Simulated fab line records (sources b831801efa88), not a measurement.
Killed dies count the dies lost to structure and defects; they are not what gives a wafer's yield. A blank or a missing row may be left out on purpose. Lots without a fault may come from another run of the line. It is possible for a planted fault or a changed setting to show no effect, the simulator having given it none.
fab line records ; flow gf180mcu
[record] lots = 24; wafers = 72; last-day = 34
route steps=602 shown POLY_GATE@168 PSD@259 SAB@264 CONTACT@313 V3@434 M4@473
lots that met no fault: from a run of the same line without faults
start-h: the number of hours between the record's first day and the start of the first shown wafer of the lot ; wait-h: hours from the lot's prior step to this one ; " the same as in the row above ; L1.1+2: several wafers, shown together as one row ; - value missing, or start not given ; * or withheld: withheld ; < > ~ a bound
route shown NAME@n: NAME is a module with steps in the file, n the number in the route of the first one ; usual: mean/standard deviation of fault-free wafers ; same: alike in all rows ; chamber/n: place in a boat ; sites: the reading at each site ; _std_site: their standard deviation ; _edge_site: outer sites' mean less inner sites' ; radius-mm: for every site, how far away it sits from the centre of the wafer ; mask NAME#n: copy n ; behind: tool/chamber where the wafer was last shaped ; hold: what put the lot on hold/how long, in hours/how the hold closed ; device: transistor that didn't switch, given as n, p or np ; end of line: the same wafers' tests at the end of the route ; step lacking rows: just its recipe ; killed: the dies lost at the first sort to structure and to defects; this is not the yield of the wafer ; map: a wafer's dies, x killed, . not, _ none there
set.NAME: setting as actually run; set.NAME@STEP: the setting as run at that earlier step ; model.NAME: the simulator's own value behind a step, which no gauge read
a sample of lots followed through the steps of the route, with each step as a table and each wafer as a row
services: the hour from which a tool's chamber was out of use, counted from the record's first day as start-h (under 0 if before that day), plus the number of hours and why
[[steps]]
[step GF_POLY_GATE_OVL_MEAS_11]
[usual] POLY_GATE_OVL = -3/5.1
lot.wafer;tool;chamber;start-h;wait-h;POLY_GATE_OVL[nm]
L074.2;overlay-01;-;196.69;0.1;-6
L074.4;overlay-01;-;196.69;0.1;-5
L074.6;overlay-01;-;196.69;0.1;-1
L075.3;overlay-01;-;203.50;0.1;1
L075.4;overlay-01;-;203.50;0.1;-2
L075.6;overlay-01;-;203.50;0.1;6
L076.1;overlay-02;-;218.13;0.1;-4
L076.3;overlay-02;-;218.13;0.1;-7
L076.5;overlay-02;-;218.13;0.1;-11
L077.4;overlay-01;-;221.14;0.1;-6
L077.5;overlay-01;-;221.14;0.1;-10
L077.6;overlay-01;-;221.14;0.1;-8
L078.2;overlay-01;-;227.04;0.1;-7
L078.5;overlay-01;-;227.04;0.1;-9
L078.6;overlay-01;-;227.04;0.1;-11
L079.1;overlay-01;-;236.34;0.1;2
L079.4;overlay-01;-;236.34;0.1;-6
L079.5;overlay-01;-;236.34;0.1;-1
L080.2;overlay-01;-;244.39;0.1;3
L080.3;overlay-01;-;244.39;0.1;0
L080.5;overlay-01;-;244.39;0.1;5
L081.1;overlay-02;-;248.53;0.1;-5
L081.2;overlay-02;-;248.53;0.1;-3
L081.6;overlay-02;-;248.53;0.1;0
L082.3;overlay-02;-;253.26;0.1;-12
L082.5;overlay-02;-;253.26;0.1;-9
L082.6;overlay-02;-;253.26;0.1;-11
L083.2;overlay-02;-;264.04;0.1;-1
L083.5;overlay-02;-;264.04;0.1;2
L083.6;overlay-02;-;264.04;0.1;1
L084.1;overlay-02;-;270.72;0.1;0
L084.2;overlay-02;-;270.72;0.1;-6
L084.4;overlay-02;-;270.72;0.1;-3
L085.2;overlay-02;-;273.88;0.1;-2
L085.3;overlay-02;-;273.88;0.1;-2
L085.4;overlay-02;-;273.88;0.1;-1
L086.1;overlay-02;-;284.13;0.1;-6
L086.3;overlay-02;-;284.13;0.1;-4
L086.5;overlay-02;-;284.13;0.1;0
L087.1;overlay-01;-;290.42;0.1;-6
L087.4;overlay-01;-;290.42;0.1;-5
L087.5;overlay-01;-;290.42;0.1;-3
L088.2;overlay-01;-;300.04;0.1;-1
L088.3;overlay-01;-;300.04;0.1;5
L088.5;overlay-01;-;300.04;0.1;4
L089.2;overlay-01;-;309.39;0.1;1
L089.5;overlay-01;-;309.39;0.1;5
L089.6;overlay-01;-;309.39;0.1;-3
L090.1;overlay-02;-;311.18;0.1;-3
L090.2;overlay-02;-;311.18;0.1;-2
L090.3;overlay-02;-;311.18;0.1;-3
L091.2;overlay-02;-;320.68;0.1;-13
L091.5;overlay-02;-;320.68;0.1;-3
L091.6;overlay-02;-;320.68;0.1;-9
L092.3;overlay-02;-;330.89;0.1;3
L092.5;overlay-02;-;330.89;0.1;0
L092.6;overlay-02;-;330.89;0.1;1
L093.1;overlay-01;-;340.27;0.1;8
L093.4;overlay-01;-;340.27;0.1;9
L093.5;overlay-01;-;340.27;0.1;10
L094.1;overlay-01;-;343.97;0.1;-14
L094.4;overlay-01;-;343.97;0.1;-6
L094.6;overlay-01;-;343.97;0.1;-10
L095.2;overlay-01;-;349.09;0.1;2
L095.4;overlay-01;-;349.09;0.1;5
L095.6;overlay-01;-;349.09;0.1;1
L096.2;overlay-01;-;363.29;0.1;-5
L096.3;overlay-01;-;363.29;0.1;-12
L096.4;overlay-01;-;363.29;0.1;-7
L097.2;overlay-01;-;373.04;0.1;-2
L097.3;overlay-01;-;373.04;0.1;-2
L097.6;overlay-01;-;373.04;0.1;-1
[step GF_PSD_TW_MEAS_11]
[usual] PSD_TW = 3184/32
lot.wafer;tool;chamber;start-h;wait-h;PSD_TW
L074.2;film-metro-02;-;317.78;0.1;3205
L074.4;film-metro-02;-;317.78;0.1;3190
L074.6;film-metro-02;-;317.78;0.1;3198
L075.3;film-metro-03;-;327.03;0.1;3171
L075.4;film-metro-03;-;327.03;0.1;3160
L075.6;film-metro-03;-;327.03;0.1;3150
L076.1;film-metro-04;-;344.56;0.1;3226
L076.3;film-metro-04;-;344.56;0.1;3199
L076.5;film-metro-04;-;344.56;0.1;3211
L077.4;film-metro-04;-;346.86;0.1;3219
L077.5;film-metro-04;-;346.86;0.1;3244
L077.6;film-metro-04;-;346.86;0.1;3244
L078.2;film-metro-02;-;354.49;0.1;3175
L078.5;film-metro-02;-;354.49;0.1;3161
L078.6;film-metro-02;-;354.49;0.1;3177
L079.1;film-metro-03;-;363.97;0.1;3160
L079.4;film-metro-03;-;363.97;0.1;3172
L079.5;film-metro-03;-;363.97;0.1;3171
L080.2;film-metro-04;-;372.82;0.1;3217
L080.3;film-metro-04;-;372.82;0.1;3217
L080.5;film-metro-04;-;372.82;0.1;3206
L081.1;film-metro-04;-;380.71;0.1;3212
L081.2;film-metro-04;-;380.71;0.1;3213
L081.6;film-metro-04;-;380.71;0.1;3213
L082.3;film-metro-03;-;383.74;0.1;3182
L082.5;film-metro-03;-;383.74;0.1;3160
L082.6;film-metro-03;-;383.74;0.1;3186
L083.2;film-metro-04;-;398.97;0.1;3221
L083.5;film-metro-04;-;398.97;0.1;3220
L083.6;film-metro-04;-;398.97;0.1;3207
L085.2;film-metro-02;-;409.83;0.1;3141
L085.3;film-metro-02;-;409.83;0.1;3145
L085.4;film-metro-02;-;409.83;0.1;3147
L084.1;film-metro-02;-;410.12;0.1;3158
L084.2;film-metro-02;-;410.12;0.1;3146
L084.4;film-metro-02;-;410.12;0.1;3145
L086.1;film-metro-02;-;424.12;0.1;3136
L086.3;film-metro-02;-;424.12;0.1;3132
L086.5;film-metro-02;-;424.12;0.1;3140
L087.1;film-metro-02;-;431.23;0.1;3144
L087.4;film-metro-02;-;431.23;0.1;3168
L087.5;film-metro-02;-;431.23;0.1;3151
L088.2;film-metro-03;-;440.19;0.1;3174
L088.3;film-metro-03;-;440.19;0.1;3190
L088.5;film-metro-03;-;440.19;0.1;3193
L089.2;film-metro-03;-;450.43;0.1;3177
L089.5;film-metro-03;-;450.43;0.1;3191
L089.6;film-metro-03;-;450.43;0.1;3186
L090.1;film-metro-02;-;451.36;0.1;3146
L090.2;film-metro-02;-;451.36;0.1;3157
L090.3;film-metro-02;-;451.36;0.1;3166
L091.2;film-metro-04;-;466.98;0.1;3239
L091.5;film-metro-04;-;466.98;0.1;3227
L091.6;film-metro-04;-;466.98;0.1;3223
L092.3;film-metro-02;-;480.86;0.1;3134
L092.5;film-metro-02;-;480.86;0.1;3141
L092.6;film-metro-02;-;480.86;0.1;3142
L093.1;film-metro-03;-;492.02;0.1;3204
L093.4;film-metro-03;-;492.02;0.1;3198
L093.5;film-metro-03;-;492.02;0.1;3183
L094.1;film-metro-02;-;494.64;0.1;3148
L094.4;film-metro-02;-;494.64;0.1;3158
L094.6;film-metro-02;-;494.64;0.1;3145
L095.2;film-metro-03;-;498.54;0.1;3189
L095.4;film-metro-03;-;498.54;0.1;3180
L095.6;film-metro-03;-;498.54;0.1;3188
L096.2;film-metro-04;-;513.57;0.1;3260
L096.3;film-metro-04;-;513.57;0.1;3239
L096.4;film-metro-04;-;513.57;0.1;3251
L097.2;film-metro-02;-;523.38;0.1;3165
L097.3;film-metro-02;-;523.38;0.1;3157
L097.6;film-metro-02;-;523.38;0.1;3160
[step GF_SAB_CVD_00]
[recipe] material = SiO2; target-thk-nm = 50; precursor = TEOS; temp-c = 400; time-s = 4.9302; rf-w = 600
[usual] heater-power-w = 604/87
lot.wafer;tool;chamber;start-h;wait-h;heater-power-w
L074.2;pecvd-04;0;318.21;0.1;483
L074.4;pecvd-04;2;318.21;0.1;718
L074.6;pecvd-04;0;318.21;0.1;492
L075.3;pecvd-04;1;327.44;0.1;536
L075.4;pecvd-04;1;327.44;0.1;546
L075.6;pecvd-04;2;327.44;0.1;707
L076.1;pecvd-01;0;344.99;0.1;531
L076.3;pecvd-01;2;344.99;0.1;613
L076.5;pecvd-01;1;344.99;0.1;587
L077.4;pecvd-04;0;347.27;0.0;463
L077.5;pecvd-04;1;347.27;0.0;618
L077.6;pecvd-04;2;347.27;0.0;704
L078.2;pecvd-01;2;354.91;0.1;663
L078.5;pecvd-01;2;354.91;0.1;680
L078.6;pecvd-01;1;354.91;0.1;682
L079.1;pecvd-04;1;364.41;0.1;561
L079.4;pecvd-04;1;364.41;0.1;548
L079.5;pecvd-04;0;364.41;0.1;495
L080.2;pecvd-01;2;373.32;0.1;548
L080.3;pecvd-01;1;373.32;0.1;581
L080.5;pecvd-01;2;373.32;0.1;557
L081.1;pecvd-04;1;381.14;0.1;646
L081.2;pecvd-04;0;381.14;0.1;496
L081.6;pecvd-04;1;381.14;0.1;518
L082.3;pecvd-04;0;384.16;0.1;434
L082.5;pecvd-04;0;384.16;0.1;440
L082.6;pecvd-04;1;384.16;0.1;543
L083.2;pecvd-04;0;399.39;0.1;499
L083.5;pecvd-04;2;399.39;0.1;713
L083.6;pecvd-04;0;399.39;0.1;494
L085.2;pecvd-02;2;410.26;0.1;474
L085.3;pecvd-02;1;410.26;0.1;547
L085.4;pecvd-02;1;410.26;0.1;555
L084.1;pecvd-04;0;410.64;0.1;435
L084.2;pecvd-04;1;410.64;0.1;619
L084.4;pecvd-04;0;410.64;0.1;446
L086.1;pecvd-01;0;424.55;0.1;683
L086.3;pecvd-01;2;424.55;0.1;596
L086.5;pecvd-01;1;424.55;0.1;720
L087.1;pecvd-01;0;431.66;0.1;548
L087.4;pecvd-01;2;431.66;0.1;668
L087.5;pecvd-01;0;431.66;0.1;534
L088.2;pecvd-01;1;440.61;0.1;695
L088.3;pecvd-01;0;440.61;0.1;656
L088.5;pecvd-01;0;440.61;0.1;646
L089.2;pecvd-04;0;450.85;0.1;466
L089.5;pecvd-04;1;450.85;0.1;531
L089.6;pecvd-04;2;450.85;0.1;672
L090.1;pecvd-01;2;451.79;0.1;544
L090.2;pecvd-01;1;451.79;0.1;662
L090.3;pecvd-01;0;451.79;0.1;653
L091.2;pecvd-04;0;467.41;0.1;440
L091.5;pecvd-04;1;467.41;0.1;572
L091.6;pecvd-04;0;467.41;0.1;454
L092.3;pecvd-02;2;481.27;0.1;454
L092.5;pecvd-02;0;481.27;0.1;527
L092.6;pecvd-02;1;481.27;0.1;687
L093.1;pecvd-01;2;492.45;0.1;677
L093.4;pecvd-01;0;492.45;0.1;640
L093.5;pecvd-01;1;492.45;0.1;634
L094.1;pecvd-02;2;495.07;0.1;546
L094.4;pecvd-02;1;495.07;0.1;606
L094.6;pecvd-02;0;495.07;0.1;529
L095.2;pecvd-01;1;498.96;0.1;669
L095.4;pecvd-01;2;498.96;0.1;659
L095.6;pecvd-01;0;498.96;0.1;671
L096.2;pecvd-01;0;513.99;0.1;654
L096.3;pecvd-01;2;513.99;0.1;691
L096.4;pecvd-01;0;513.99;0.1;666
L097.2;pecvd-01;0;523.80;0.1;624
L097.3;pecvd-01;2;523.80;0.1;671
L097.6;pecvd-01;0;523.80;0.1;649
[step GF_CONTACT_THK_MEAS_26]
[recipe] thk-meas-gauge = xrf; reads = W_of_CONTACT_CVD_24
[usual] CONTACT_W_THK = 301/5.9
lot.wafer;tool;chamber;start-h;wait-h;CONTACT_W_THK[nm]
L074.2;film-metro-02;-;362.15;0.1;305
L074.4;film-metro-02;-;362.15;0.1;305
L074.6;film-metro-02;-;362.15;0.1;307
L075.3;film-metro-01;-;372.47;0.1;309
L075.4;film-metro-01;-;372.47;0.1;306
L075.6;film-metro-01;-;372.47;0.1;309
L076.1;film-metro-04;-;392.23;0.1;296
L076.3;film-metro-04;-;392.23;0.1;294
L076.5;film-metro-04;-;392.23;0.1;290
L077.4;film-metro-01;-;394.82;0.1;307
L077.5;film-metro-01;-;394.82;0.1;297
L077.6;film-metro-01;-;394.82;0.1;306
L078.2;film-metro-01;-;403.41;0.1;307
L078.5;film-metro-01;-;403.41;0.1;307
L078.6;film-metro-01;-;403.41;0.1;303
L079.1;film-metro-04;-;413.71;0.1;295
L079.4;film-metro-04;-;413.71;0.1;293
L079.5;film-metro-04;-;413.71;0.1;296
L080.2;film-metro-01;-;422.36;0.1;306
L080.3;film-metro-01;-;422.36;0.1;303
L080.5;film-metro-01;-;422.36;0.1;302
L081.1;film-metro-04;-;430.30;0.1;296
L081.2;film-metro-04;-;430.30;0.1;296
L081.6;film-metro-04;-;430.30;0.1;291
L082.3;film-metro-01;-;434.61;0.1;308
L082.5;film-metro-01;-;434.61;0.1;302
L082.6;film-metro-01;-;434.61;0.1;313
L083.2;film-metro-02;-;450.93;0.1;301
L083.5;film-metro-02;-;450.93;0.1;299
L083.6;film-metro-02;-;450.93;0.1;301
L085.2;film-metro-02;-;461.03;0.1;300
L085.3;film-metro-02;-;461.03;0.1;306
L085.4;film-metro-02;-;461.03;0.1;301
L084.1;film-metro-02;-;462.65;0.1;304
L084.2;film-metro-02;-;462.65;0.1;297
L084.4;film-metro-02;-;462.65;0.1;298
L086.1;film-metro-01;-;475.65;0.1;298
L086.3;film-metro-01;-;475.65;0.1;300
L086.5;film-metro-01;-;475.65;0.1;300
L087.1;film-metro-02;-;482.57;0.1;298
L087.4;film-metro-02;-;482.57;0.1;295
L087.5;film-metro-02;-;482.57;0.1;297
L088.2;film-metro-01;-;491.71;0.1;306
L088.3;film-metro-01;-;491.71;0.1;307
L088.5;film-metro-01;-;491.71;0.1;307
L089.2;film-metro-02;-;501.27;0.1;297
L089.5;film-metro-02;-;501.27;0.1;296
L089.6;film-metro-02;-;501.27;0.1;297
L090.1;film-metro-02;-;501.75;0.1;299
L090.2;film-metro-02;-;501.75;0.1;300
L090.3;film-metro-02;-;501.75;0.1;301
L091.2;film-metro-01;-;518.32;0.1;300
L091.5;film-metro-01;-;518.32;0.1;306
L091.6;film-metro-01;-;518.32;0.1;300
L092.3;film-metro-04;-;530.61;0.1;289
L092.5;film-metro-04;-;530.61;0.1;288
L092.6;film-metro-04;-;530.61;0.1;296
L093.1;film-metro-04;-;541.64;0.1;292
L093.4;film-metro-04;-;541.64;0.1;294
L093.5;film-metro-04;-;541.64;0.1;294
L094.1;film-metro-01;-;543.86;0.1;304
L094.4;film-metro-01;-;543.86;0.1;302
L094.6;film-metro-01;-;543.86;0.1;302
L095.2;film-metro-01;-;547.42;0.1;309
L095.4;film-metro-01;-;547.42;0.1;311
L095.6;film-metro-01;-;547.42;0.1;308
L096.2;film-metro-01;-;561.20;0.1;311
L096.3;film-metro-01;-;561.20;0.1;309
L096.4;film-metro-01;-;561.20;0.1;305
L097.2;film-metro-02;-;571.19;0.1;304
L097.3;film-metro-02;-;571.19;0.1;303
L097.6;film-metro-02;-;571.19;0.1;306
[step GF_V3_BOW_MEAS_05]
[recipe] mode = bow
[usual] V3_BOW = 119/8.1
lot.wafer;tool;chamber;start-h;wait-h;V3_BOW[um]
L074.2;film-metro-01;-;489.56;0.3;131
L074.4;film-metro-01;-;489.56;0.3;128
L074.6;film-metro-01;-;489.56;0.3;138
L075.3;film-metro-02;-;500.18;0.3;111
L075.4;film-metro-02;-;500.18;0.3;112
L075.6;film-metro-02;-;500.18;0.3;109
L076.1;film-metro-02;-;520.42;0.1;129
L076.3;film-metro-02;-;520.42;0.1;132
L076.5;film-metro-02;-;520.42;0.1;127
L077.4;film-metro-03;-;523.12;0.3;114
L077.5;film-metro-03;-;523.12;0.3;118
L077.6;film-metro-03;-;523.12;0.3;124
L078.2;film-metro-02;-;533.61;0.2;113
L078.5;film-metro-02;-;533.61;0.2;108
L078.6;film-metro-02;-;533.61;0.2;114
L079.1;film-metro-02;-;542.16;0.1;131
L079.4;film-metro-02;-;542.16;0.1;133
L079.5;film-metro-02;-;542.16;0.1;116
L080.2;film-metro-02;-;548.35;0.1;119
L080.3;film-metro-02;-;548.35;0.1;116
L080.5;film-metro-02;-;548.35;0.1;118
L081.1;film-metro-02;-;556.63;0.2;115
L081.2;film-metro-02;-;556.63;0.2;118
L081.6;film-metro-02;-;556.63;0.2;115
L082.3;film-metro-03;-;559.87;0.2;114
L082.5;film-metro-03;-;559.87;0.2;120
L082.6;film-metro-03;-;559.87;0.2;116
L083.2;film-metro-02;-;574.97;0.2;116
L083.5;film-metro-02;-;574.97;0.2;105
L083.6;film-metro-02;-;574.97;0.2;115
L085.2;film-metro-01;-;583.50;0.2;122
L085.3;film-metro-01;-;583.50;0.2;109
L085.4;film-metro-01;-;583.50;0.2;120
L084.1;film-metro-01;-;585.63;0.2;131
L084.2;film-metro-01;-;585.63;0.2;119
L084.4;film-metro-01;-;585.63;0.2;126
L086.1;film-metro-02;-;596.79;0.2;121
L086.3;film-metro-02;-;596.79;0.2;117
L086.5;film-metro-02;-;596.79;0.2;119
L087.1;film-metro-03;-;603.80;0.1;119
L087.4;film-metro-03;-;603.80;0.1;127
L087.5;film-metro-03;-;603.80;0.1;112
L088.2;film-metro-01;-;611.52;0.2;126
L088.3;film-metro-01;-;611.52;0.2;126
L088.5;film-metro-01;-;611.52;0.2;110
L090.1;film-metro-01;-;620.84;0.2;121
L090.2;film-metro-01;-;620.84;0.2;103
L090.3;film-metro-01;-;620.84;0.2;123
L089.2;film-metro-03;-;620.98;0.1;119
L089.5;film-metro-03;-;620.98;0.1;127
L089.6;film-metro-03;-;620.98;0.1;119
L091.2;film-metro-03;-;636.23;0.2;120
L091.5;film-metro-03;-;636.23;0.2;113
L091.6;film-metro-03;-;636.23;0.2;116
L092.3;film-metro-03;-;646.00;0.2;121
L092.5;film-metro-03;-;646.00;0.2;118
L092.6;film-metro-03;-;646.00;0.2;117
L093.1;film-metro-02;-;656.26;0.2;108
L093.4;film-metro-02;-;656.26;0.2;105
L093.5;film-metro-02;-;656.26;0.2;116
L094.1;film-metro-02;-;658.84;0.2;113
L094.4;film-metro-02;-;658.84;0.2;113
L094.6;film-metro-02;-;658.84;0.2;112
L095.2;film-metro-01;-;660.59;0.2;114
L095.4;film-metro-01;-;660.59;0.2;127
L095.6;film-metro-01;-;660.59;0.2;122
L096.2;film-metro-02;-;674.45;0.3;118
L096.3;film-metro-02;-;674.45;0.3;117
L096.4;film-metro-02;-;674.45;0.3;113
L097.2;film-metro-02;-;682.07;0.2;113
L097.3;film-metro-02;-;682.07;0.2;125
L097.6;film-metro-02;-;682.07;0.2;103
[step GF_M4_STRIP_17]
[recipe] chemistry = O2/N2; power-w = 1400; pressure-mtorr = 1500; platen-temp-c = 250; o2-flow-sccm = 3000; n2-flow-sccm = 300; overash-fraction = 0.5
[usual] drypump-motor-current-A = 5.36/0.22; heater-power-w = 351/60; o2-flow-sccm = 3000/9.1; oes-product-au = 0.558/0.0051; strip-time-to-endpoint-s = 7.87/0.042
lot.wafer;tool;chamber;start-h;wait-h;drypump-motor-current-A;heater-power-w;o2-flow-sccm;oes-product-au;rf-hours-counter-h;strip-time-to-endpoint-s
L074.2;plasma-asher-02;0;539.13;0.1;5.39;316;3010;0.556;41;7.88
L074.4;plasma-asher-02;1;539.13;0.1;5.21;291;3000;0.555;-;7.84
L074.6;plasma-asher-02;0;539.13;0.1;5.38;324;3004;0.556;-;7.83
L075.3;plasma-asher-04;0;548.26;0.1;5.68;305;2990;0.561;-;7.94
L075.4;plasma-asher-04;1;548.26;0.1;5.06;464;3000;0.557;-;7.89
L075.6;plasma-asher-04;1;548.26;0.1;5.07;472;2996;0.564;-;7.90
L076.1;plasma-asher-04;1;567.67;0.1;5.06;458;2999;0.556;90;7.83
L076.3;plasma-asher-04;1;567.67;0.1;5.07;448;3011;0.556;-;7.84
L076.5;plasma-asher-04;1;567.67;0.1;5.07;460;3007;0.553;-;7.80
L077.4;plasma-asher-02;0;570.41;0.1;5.37;322;3012;0.561;-;7.86
L077.5;plasma-asher-02;0;570.41;0.1;5.38;319;3005;0.547;-;7.81
L077.6;plasma-asher-02;1;570.41;0.1;5.22;288;2997;0.563;-;7.90
L078.2;plasma-asher-04;0;580.63;0.1;5.67;313;3010;0.564;91;7.92
L078.5;plasma-asher-04;0;580.63;0.1;5.68;306;3013;0.561;-;7.89
L078.6;plasma-asher-04;1;580.63;0.1;5.07;463;2997;0.566;-;7.95
L079.1;plasma-asher-01;0;587.98;0.1;5.66;372;2998;0.565;18;7.95
L079.4;plasma-asher-01;0;587.98;0.1;5.64;379;2990;0.564;-;7.91
L079.5;plasma-asher-01;1;587.98;0.1;5.25;373;3011;0.558;-;7.93
L080.2;plasma-asher-01;0;594.27;0.1;5.66;371;2998;0.553;20;7.86
L080.3;plasma-asher-01;0;594.27;0.1;5.67;364;2998;0.559;-;7.86
L080.5;plasma-asher-01;1;594.27;0.1;5.27;375;3011;0.562;-;7.83
L081.1;plasma-asher-04;1;600.98;0.1;5.07;454;3000;0.561;93;7.86
L081.2;plasma-asher-04;0;600.98;0.1;5.65;303;3005;0.557;93;7.88
L081.6;plasma-asher-04;0;600.98;0.1;5.65;310;2996;0.554;-;7.80
L082.3;plasma-asher-02;1;603.60;0.1;5.18;284;2994;0.559;-;7.86
L082.5;plasma-asher-02;1;603.60;0.1;5.21;290;2995;0.557;-;7.90
L082.6;plasma-asher-02;0;603.60;0.1;5.38;308;3003;0.555;-;7.87
L083.2;plasma-asher-02;0;619.38;0.1;5.39;313;3007;0.547;50;7.84
L083.5;plasma-asher-02;0;619.38;0.1;5.39;323;3018;0.563;-;7.87
L083.6;plasma-asher-02;1;619.38;0.1;5.22;294;3014;0.555;-;7.80
L085.2;plasma-asher-01;0;627.43;0.1;5.62;378;2997;0.562;23;7.88
L085.3;plasma-asher-01;0;627.43;0.1;5.64;373;2987;0.560;-;7.89
L085.4;plasma-asher-01;1;627.43;0.1;5.26;371;2989;0.554;-;7.91
L084.1;plasma-asher-01;1;629.57;0.1;5.25;370;2991;0.555;23;7.84
L084.2;plasma-asher-01;0;629.57;0.1;5.67;367;2992;0.556;23;7.88
L084.4;plasma-asher-01;1;629.57;0.1;5.27;358;2984;0.557;-;7.84
L086.1;plasma-asher-02;0;640.68;0.1;5.36;319;2995;0.555;52;7.85
L086.3;plasma-asher-02;0;640.68;0.1;5.38;320;3010;0.564;-;7.90
L086.5;plasma-asher-02;1;640.68;0.1;5.20;286;3008;0.559;-;7.88
L087.1;plasma-asher-04;1;647.33;0.1;5.09;453;2992;0.569;98;7.87
L087.4;plasma-asher-04;1;647.33;0.1;5.07;468;3000;0.547;-;7.81
L087.5;plasma-asher-04;1;647.33;0.1;5.10;468;2989;0.565;-;7.90
L088.2;plasma-asher-04;1;653.63;0.1;5.07;459;3017;0.562;98;7.81
L088.3;plasma-asher-04;1;653.63;0.1;5.07;480;3016;0.550;-;7.80
L088.5;plasma-asher-04;0;653.63;0.1;5.65;312;3002;0.557;-;7.84
L090.1;plasma-asher-01;1;662.28;0.1;5.27;368;3004;0.559;27;7.84
L090.2;plasma-asher-01;0;662.28;0.1;5.67;370;2990;0.555;27;7.85
L090.3;plasma-asher-01;1;662.28;0.1;5.28;372;3020;0.559;-;7.84
L089.2;plasma-asher-01;0;662.62;0.1;5.66;379;2990;0.554;27;7.86
L089.5;plasma-asher-01;0;662.62;0.1;5.65;369;3013;0.552;-;7.85
L089.6;plasma-asher-01;1;662.62;0.1;5.26;365;2991;0.559;-;7.91
L091.2;plasma-asher-04;1;677.48;0.1;5.09;464;2991;0.557;101;7.94
L091.5;plasma-asher-04;1;677.48;0.1;5.10;466;2985;0.555;-;7.94
L091.6;plasma-asher-04;0;677.48;0.1;5.68;312;2999;0.562;-;7.92
L092.3;plasma-asher-02;1;687.10;0.1;5.19;299;2997;0.558;-;7.86
L092.5;plasma-asher-02;1;687.10;0.1;5.20;296;3003;0.557;-;7.87
L092.6;plasma-asher-02;0;687.10;0.1;5.39;325;2998;0.559;-;7.89
L093.1;plasma-asher-04;1;697.08;0.1;5.06;439;2997;0.549;102;7.81
L093.4;plasma-asher-04;0;697.08;0.1;5.64;313;3003;0.559;-;7.80
L093.5;plasma-asher-04;1;697.08;0.1;5.09;466;2991;0.560;-;7.82
L094.1;plasma-asher-02;0;699.94;0.2;5.37;316;3008;0.564;59;7.91
L094.4;plasma-asher-02;1;699.94;0.2;5.19;289;3000;0.554;-;7.86
L094.6;plasma-asher-02;1;699.94;0.2;5.20;286;3009;0.560;-;7.92
L095.2;plasma-asher-04;0;700.88;0.1;5.65;307;3007;0.548;103;7.95
L095.4;plasma-asher-04;1;700.88;0.1;5.06;447;3018;0.556;-;7.97
L095.6;plasma-asher-04;0;700.88;0.1;5.64;312;2994;0.557;-;7.92
L096.2;plasma-asher-02;0;714.58;0.1;5.37;325;2992;0.565;60;7.87
L096.3;plasma-asher-02;0;714.58;0.1;5.38;313;3006;0.561;-;7.90
L096.4;plasma-asher-02;1;714.58;0.1;5.18;291;2984;0.557;-;7.82
L097.2;plasma-asher-02;1;721.07;0.1;5.20;289;2993;0.557;61;7.84
L097.3;plasma-asher-02;1;721.07;0.1;5.23;291;2994;0.571;-;7.84
L097.6;plasma-asher-02;0;721.07;0.1;5.38;324;3002;0.561;-;7.86
[[services]]
tool;chamber;start-h;hours;kind
pecvd-04;-;318.93;2.8;pm
plasma-asher-01;-;342.22;5.5;repair
pecvd-01;0;352.01;8.6;repair
pecvd-01;-;377.37;0.4;repair
pecvd-01;-;392.20;0.9;repair
plasma-asher-01;-;406.57;0.9;repair
plasma-asher-01;-;421.25;9.0;pm
plasma-asher-04;-;424.53;14.6;pm
plasma-asher-04;-;448.88;15.6;pm
pecvd-04;2;457.37;10.4;repair
plasma-asher-02;-;483.22;2.8;pm
pecvd-01;1;499.84;28.8;repair
pecvd-01;-;558.33;0.5;repair
pecvd-04;-;579.99;2.9;repair
pecvd-01;1;600.78;23.3;repair
pecvd-01;-;602.04;1.2;repair
pecvd-04;-;608.44;0.5;repair
pecvd-01;0;623.11;1.8;repair
pecvd-01;-;646.46;0.8;repair
plasma-asher-04;-;654.45;3.4;repair
pecvd-04;-;679.66;6.0;pm
plasma-asher-04;-;684.57;4.0;repair
pecvd-04;2;685.70;5.7;repair
pecvd-01;-;704.58;6.0;pm
[[key]]
fault none
